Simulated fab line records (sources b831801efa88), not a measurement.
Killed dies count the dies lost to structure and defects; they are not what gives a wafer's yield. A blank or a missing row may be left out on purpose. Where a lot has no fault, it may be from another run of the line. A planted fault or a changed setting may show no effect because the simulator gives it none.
fab line records -- flow sky130
record lots=12, wafers=36, lastDay=50
route steps=708 shown METAL1@434 VIA1@458
lots that met no fault: taken from a fault-free run of the same line
startH: the number of hours between the record's first day and the start of the first shown wafer of the lot -- waitH: how many hours have passed since the lot's step before this one -- " as in the row above -- L1.1+2: a single row standing in for several wafers -- - no value, or no start was given -- * or withheld: withheld -- < > ~ a bound
route shown NAME@n: NAME is a module with steps in the file, n the number in the route of the first one -- usual: average and standard deviation across the fault-free wafers -- same: alike in all rows -- chamber/n: place in a boat -- sites: each site's reading -- _std_site: standard deviation across them -- _edge_site: the outer-site mean with the inner-site mean subtracted -- radiusMm: for every site, how far away it sits from the centre of the wafer -- mask NAME#n: copy n -- behind: the tool/chamber that last shaped the wafer -- hold: what put the lot on hold/how long, in hours/how the hold closed -- device: transistor that didn't switch, given as n, p or np -- end of line: tests of these same wafers at the route's end -- where a step has no rows: the recipe by itself -- killed: not the wafer's yield, but the dies lost to structure and defects at the first sort -- map: a wafer's dies, marking killed ones x, the rest . and places with no die _
set.NAME: the setting as run; set.NAME@STEP: as run at that earlier step -- model.NAME: the simulator's own value behind a step, which no gauge read
a sample of lots followed through the steps of the route, with each step as a table and each wafer as a row
services: a tool's chamber out of use, with start hour (startH, from the record's first day; less than 0 if before it), hours out, and reason
## steps
# step SKY_METAL1_SPUTTER_00
# recipe material=Ti, targetThkNm=15, powerW=3000, timeS=10, chamberPressurePa=0.4
# usual throttleValvePct=29.9/1.1
lot.wafer,tool,chamber,startH,waitH,throttleValvePct
L921.2,pvdSputter-03,-,743.15,0.1,28.3
L921.3,pvdSputter-03,-,743.15,0.1,30.3
L921.4,pvdSputter-03,-,743.15,0.1,30.4
L922.2,pvdSputter-01,-,750.14,0.2,30.0
L922.4,pvdSputter-01,-,750.14,0.2,27.6
L922.5,pvdSputter-01,-,750.14,0.2,27.2
L923.1,pvdSputter-02,-,767.82,0.1,29.4
L923.2,pvdSputter-02,-,767.82,0.1,28.9
L923.4,pvdSputter-02,-,767.82,0.1,31.2
L924.2,pvdSputter-03,-,770.37,0.1,30.2
L924.3,pvdSputter-03,-,770.37,0.1,28.7
L924.4,pvdSputter-03,-,770.37,0.1,30.3
L926.1,pvdSputter-02,-,791.36,0.1,28.9
L926.4,pvdSputter-02,-,791.36,0.1,30.3
L926.5,pvdSputter-02,-,791.36,0.1,31.1
L928.1,pvdSputter-01,-,795.29,0.2,31.5
L928.3,pvdSputter-01,-,795.29,0.2,27.6
L928.4,pvdSputter-01,-,795.29,0.2,31.1
L927.2,pvdSputter-02,-,795.82,0.1,31.1
L927.4,pvdSputter-02,-,795.82,0.1,30.6
L927.6,pvdSputter-02,-,795.82,0.1,31.3
L929.1,pvdSputter-01,-,810.61,0.1,27.2
L929.3,pvdSputter-01,-,810.61,0.1,31.5
L929.4,pvdSputter-01,-,810.61,0.1,31.3
L934.3,pvdSputter-02,-,846.47,0.1,30.2
L934.5,pvdSputter-02,-,846.47,0.1,30.2
L934.6,pvdSputter-02,-,846.47,0.1,31.1
L936.1,pvdSputter-01,-,854.52,0.2,27.6
L936.2,pvdSputter-01,-,854.52,0.2,31.4
L936.5,pvdSputter-01,-,854.52,0.2,31.4
L938.2,pvdSputter-02,-,870.99,0.1,30.4
L938.3,pvdSputter-02,-,870.99,0.1,29.7
L938.6,pvdSputter-02,-,870.99,0.1,31.1
L941.2,pvdSputter-02,-,900.22,0.1,29.0
L941.5,pvdSputter-02,-,900.22,0.1,28.5
L941.6,pvdSputter-02,-,900.22,0.1,29.7
# step SKY_VIA1_HDPCVD_00
# recipe material=SiO2, targetThkNm=1030, sigmaOpenFrac=0.3, timeS=171.7, tempC=400, sih4FlowSccm=60, pressureMtorr=6
# usual sih4FlowSccm=59.97/0.2
lot.wafer,tool,chamber,startH,waitH,sih4FlowSccm
L921.2,hdpcvd-02,2,772.20,0.0,60.26
L921.3,hdpcvd-02,0,772.20,0.0,59.86
L921.4,hdpcvd-02,0,772.20,0.0,59.61
L922.2,hdpcvd-01,1,778.70,0.0,59.79
L922.4,hdpcvd-01,2,778.70,0.0,59.67
L922.5,hdpcvd-01,1,778.70,0.0,59.62
L923.1,hdpcvd-02,1,795.67,0.0,59.92
L923.2,hdpcvd-02,2,795.67,0.0,60.25
L923.4,hdpcvd-02,0,795.67,0.0,59.99
L924.2,hdpcvd-02,2,798.07,0.0,60.25
L924.3,hdpcvd-02,0,798.07,0.0,60.05
L924.4,hdpcvd-02,1,798.07,0.0,60.12
L926.1,hdpcvd-01,0,818.85,0.0,59.60
L926.4,hdpcvd-01,2,818.85,0.0,59.78
L926.5,hdpcvd-01,1,818.85,0.0,59.81
L928.1,hdpcvd-01,1,822.65,0.0,60.10
L928.3,hdpcvd-01,0,822.65,0.0,59.82
L928.4,hdpcvd-01,1,822.65,0.0,59.68
L927.2,hdpcvd-02,0,823.84,0.0,59.95
L927.4,hdpcvd-02,1,823.84,0.0,59.87
L927.6,hdpcvd-02,0,823.84,0.0,59.84
L929.1,hdpcvd-01,1,837.61,0.0,59.58
L929.3,hdpcvd-01,2,837.61,0.0,60.23
L929.4,hdpcvd-01,2,837.61,0.0,60.59
L934.3,hdpcvd-01,1,873.41,0.0,60.17
L934.5,hdpcvd-01,0,873.41,0.0,59.76
L934.6,hdpcvd-01,1,873.41,0.0,59.81
L936.1,hdpcvd-02,1,881.87,0.0,47.90
L936.2,hdpcvd-02,2,881.87,0.0,47.84
L936.5,hdpcvd-02,2,881.87,0.0,47.81
L938.2,hdpcvd-02,0,898.34,0.0,47.81
L938.3,hdpcvd-02,1,898.34,0.0,48.32
L938.6,hdpcvd-02,1,898.34,0.0,47.85
L941.2,hdpcvd-01,2,926.59,0.0,59.90
L941.5,hdpcvd-01,0,926.59,0.0,60.12
L941.6,hdpcvd-01,2,926.59,0.0,59.87
# step SKY_VIA1_THK_MEAS_01
# recipe reads=SiO2_of_VIA1_HDPCVD_00
# usual VIA1_HDPCVD_THK=1029/12
lot.wafer,tool,chamber,startH,waitH,VIA1_HDPCVD_THK[nm]
L921.2,filmMetro-02,-,772.33,0.1,1038
L921.3,filmMetro-02,-,772.33,0.1,1040
L921.4,filmMetro-02,-,772.33,0.1,1039
L922.2,filmMetro-01,-,778.83,0.1,1034
L922.4,filmMetro-01,-,778.83,0.1,1028
L922.5,filmMetro-01,-,778.83,0.1,1029
L923.1,filmMetro-03,-,795.78,0.1,1038
L923.2,filmMetro-03,-,795.78,0.1,1055
L923.4,filmMetro-03,-,795.78,0.1,1049
L924.2,filmMetro-03,-,798.19,0.1,1036
L924.3,filmMetro-03,-,798.19,0.1,1023
L924.4,filmMetro-03,-,798.19,0.1,1026
L926.1,filmMetro-02,-,818.96,0.1,1009
L926.4,filmMetro-02,-,818.96,0.1,1021
L926.5,filmMetro-02,-,818.96,0.1,1014
L928.1,filmMetro-02,-,822.76,0.1,1022
L928.3,filmMetro-02,-,822.76,0.1,1025
L928.4,filmMetro-02,-,822.76,0.1,1021
L927.2,filmMetro-01,-,823.96,0.1,1042
L927.4,filmMetro-01,-,823.96,0.1,1036
L927.6,filmMetro-01,-,823.96,0.1,1040
L929.1,filmMetro-01,-,837.72,0.1,1005
L929.3,filmMetro-01,-,837.72,0.1,1029
L929.4,filmMetro-01,-,837.72,0.1,1029
L934.3,filmMetro-02,-,873.55,0.1,1010
L934.5,filmMetro-02,-,873.55,0.1,1026
L934.6,filmMetro-02,-,873.55,0.1,1008
L936.1,filmMetro-01,-,881.98,0.1,815
L936.2,filmMetro-01,-,881.98,0.1,833
L936.5,filmMetro-01,-,881.98,0.1,828
L938.2,filmMetro-02,-,898.47,0.1,843
L938.3,filmMetro-02,-,898.47,0.1,829
L938.6,filmMetro-02,-,898.47,0.1,816
L941.2,filmMetro-03,-,926.71,0.1,1036
L941.5,filmMetro-03,-,926.71,0.1,1031
L941.6,filmMetro-03,-,926.71,0.1,1028
# step SKY_VIA1_BOW_MEAS_03
# recipe mode=bow
# usual VIA1_BOW=78/7.1
lot.wafer,tool,chamber,startH,waitH,VIA1_BOW[um]
L921.2,filmMetro-03,-,772.70,0.2,69
L921.3,filmMetro-03,-,772.70,0.2,77
L921.4,filmMetro-03,-,772.70,0.2,75
L922.2,filmMetro-03,-,779.20,0.3,81
L922.4,filmMetro-03,-,779.20,0.3,79
L922.5,filmMetro-03,-,779.20,0.3,78
L923.1,filmMetro-01,-,796.14,0.1,77
L923.2,filmMetro-01,-,796.14,0.1,73
L923.4,filmMetro-01,-,796.14,0.1,75
L924.2,filmMetro-03,-,798.56,0.1,71
L924.3,filmMetro-03,-,798.56,0.1,67
L924.4,filmMetro-03,-,798.56,0.1,89
L926.1,filmMetro-02,-,819.32,0.1,91
L926.4,filmMetro-02,-,819.32,0.1,79
L926.5,filmMetro-02,-,819.32,0.1,78
L928.1,filmMetro-03,-,823.12,0.1,78
L928.3,filmMetro-03,-,823.12,0.1,85
L928.4,filmMetro-03,-,823.12,0.1,79
L927.2,filmMetro-02,-,824.33,0.3,75
L927.4,filmMetro-02,-,824.33,0.3,83
L927.6,filmMetro-02,-,824.33,0.3,72
L929.1,filmMetro-02,-,838.08,0.2,82
L929.3,filmMetro-02,-,838.08,0.2,80
L929.4,filmMetro-02,-,838.08,0.2,81
L934.3,filmMetro-03,-,873.93,0.2,76
L934.5,filmMetro-03,-,873.93,0.2,75
L934.6,filmMetro-03,-,873.93,0.2,75
L936.1,filmMetro-01,-,882.34,0.1,80
L936.2,filmMetro-01,-,882.34,0.1,88
L936.5,filmMetro-01,-,882.34,0.1,86
L938.2,filmMetro-03,-,898.84,0.3,70
L938.3,filmMetro-03,-,898.84,0.3,83
L938.6,filmMetro-03,-,898.84,0.3,80
L941.2,filmMetro-02,-,927.08,0.2,75
L941.5,filmMetro-02,-,927.08,0.2,70
L941.6,filmMetro-02,-,927.08,0.2,79
# step SKY_VIA1_SPUTTER_20
# recipe material=TiN, targetThkNm=20, chamberPressurePa=5, powerW=4000, timeS=80
# usual throttleValvePct=29.7/1.1
lot.wafer,tool,chamber,startH,waitH,throttleValvePct
L921.2,pvdSputter-03,-,800.65,0.0,30.3
L921.3,pvdSputter-03,-,800.65,0.0,28.6
L921.4,pvdSputter-03,-,800.65,0.0,30.4
L922.2,pvdSputter-03,-,806.34,0.0,30.1
L922.4,pvdSputter-03,-,806.34,0.0,30.2
L922.5,pvdSputter-03,-,806.34,0.0,30.1
L923.1,pvdSputter-01,-,823.92,0.0,29.9
L923.2,pvdSputter-01,-,823.92,0.0,31.6
L923.4,pvdSputter-01,-,823.92,0.0,31.4
L924.2,pvdSputter-01,-,825.94,0.0,31.5
L924.3,pvdSputter-01,-,825.94,0.0,31.2
L924.4,pvdSputter-01,-,825.94,0.0,30.1
L926.1,pvdSputter-03,-,846.85,0.0,28.7
L926.4,pvdSputter-03,-,846.85,0.0,30.2
L926.5,pvdSputter-03,-,846.85,0.0,28.7
L928.1,pvdSputter-04,-,850.28,0.0,29.6
L928.3,pvdSputter-04,-,850.28,0.0,29.1
L928.4,pvdSputter-04,-,850.28,0.0,29.7
L927.2,pvdSputter-04,-,851.32,0.0,29.3
L927.4,pvdSputter-04,-,851.32,0.0,29.7
L927.6,pvdSputter-04,-,851.32,0.0,29.4
L929.1,pvdSputter-04,-,864.73,0.0,29.3
L929.3,pvdSputter-04,-,864.73,0.0,29.7
L929.4,pvdSputter-04,-,864.73,0.0,29.2
L934.3,pvdSputter-03,-,900.19,0.0,28.4
L934.5,pvdSputter-03,-,900.19,0.0,28.5
L934.6,pvdSputter-03,-,900.19,0.0,30.3
L936.1,pvdSputter-03,-,908.67,0.0,30.4
L936.2,pvdSputter-03,-,908.67,0.0,30.0
L936.5,pvdSputter-03,-,908.67,0.0,28.4
L938.2,pvdSputter-01,-,924.96,0.0,29.8
L938.3,pvdSputter-01,-,924.96,0.0,31.3
L938.6,pvdSputter-01,-,924.96,0.0,30.0
L941.2,pvdSputter-04,-,952.34,0.0,29.2
L941.5,pvdSputter-04,-,952.34,0.0,29.7
L941.6,pvdSputter-04,-,952.34,0.0,29.6
## services
tool,chamber,startH,hours,kind
hdpcvd-02,-,723.95,1.0,repair
pvdSputter-01,-,733.17,7.0,repair
hdpcvd-01,2,750.62,5.0,repair
hdpcvd-02,1,752.70,6.6,repair
hdpcvd-01,-,777.58,0.9,repair
pvdSputter-01,-,811.31,12.5,repair
pvdSputter-03,-,833.22,2.7,repair
pvdSputter-01,2,840.75,-,consumableReplace:kit
pvdSputter-01,2,840.75,18.0,scheduledDown
pvdSputter-01,2,840.75,18.0,ventCycle
pvdSputter-04,-,841.51,1.9,repair
pvdSputter-02,0,851.05,-,consumableReplace:kit
pvdSputter-02,0,851.05,18.0,scheduledDown
pvdSputter-02,0,851.05,18.0,ventCycle
pvdSputter-03,-,865.72,6.2,repair
pvdSputter-01,-,878.44,4.8,repair
hdpcvd-02,-,933.71,13.7,repair
hdpcvd-02,-,950.25,15.0,pm
hdpcvd-02,0,950.25,15.0,ventCycle
hdpcvd-02,1,950.25,15.0,ventCycle
hdpcvd-02,2,950.25,15.0,ventCycle
hdpcvd-01,1,950.45,6.2,repair
## key
firstSign step=SKY_VIA1_HDPCVD_00, reading=sih4FlowSccm, direction=down, sigmas=61, usual=59.97, struck=47.92
effect step=SKY_VIA1_THK_MEAS_01, reading=VIA1_HDPCVD_THK, direction=down, sigmas=17, usual=1029, struck=827
metAt SKY_VIA1_HDPCVD_00
struckLots L936,L938
notActingAt SKY_METAL1_SPUTTER_00,SKY_VIA1_BOW_MEAS_03,SKY_VIA1_SPUTTER_20
onsetBetween 823.84 881.87
fault kind=processParameterDrift, tool=hdpcvd-02, chamber=-, onsetH=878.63, steps=SKY_VIA1_HDPCVD_00, channel=sih4FlowSccm, offset=-12, shape=step, endH=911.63, actsIn=theseRecipesOnly, stated=60
